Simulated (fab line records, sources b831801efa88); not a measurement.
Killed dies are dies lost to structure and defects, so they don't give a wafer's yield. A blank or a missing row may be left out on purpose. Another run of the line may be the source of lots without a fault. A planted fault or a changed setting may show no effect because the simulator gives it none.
Which tool was responsible? | flow sky130 | at 1 step of a route of 708, 7 lots with 21 wafers sampled

== WHAT EACH GAUGE READ, for each wafer ==
SKY_GATE_OXIDE_TW_MEAS_14.
lot  | measured     | on            | GATE_OXIDE_TW
L350 | day 15 11:16 | film metro-02 | 226.2 226.5 226.0
L354 | day 16 23:28 | film metro-04 | 224.9 224.4 223.5
L357 | day 18 04:12 | film metro-02 | 224.2 225.6 225.7
L359 | day 18 16:42 | film metro-04 | 221.7 222.7 222.4
L362 | day 19 04:35 | film metro-02 | 227.4 229.3 226.7
L364 | day 20 02:26 | film metro-02 | 226.2 225.0 223.2
L369 | day 22 08:12 | film metro-02 | 224.2 225.0 224.8

== TOOL THAT RAN EACH LOT (tool first, then ch and the chambers of the sampled wafers, then the start) ==
There is no process step in the record ahead of these readings.

== THE ANSWER, worked out from the rows above alone ==
Rule: what is usual is taken from the lots themselves. Put in order of their means at a reading, lots are off if they are a third of the lots or fewer, leave a main group of 4 or more, and stand apart from it by a gap of 3 or more times the standard deviation of the main group's means; of several such gaps the widest counts. Not used: any main group whose means are identical at the precision the tables above print for the reading. A lot without any number at a reading at which 4 lots or more have one is off too. Any other lot the step has rows for is counted as sound.
Nothing can be told from this: no lot is off at any reading shown.

== WHAT THE SIMULATOR HAD INSERTED ==
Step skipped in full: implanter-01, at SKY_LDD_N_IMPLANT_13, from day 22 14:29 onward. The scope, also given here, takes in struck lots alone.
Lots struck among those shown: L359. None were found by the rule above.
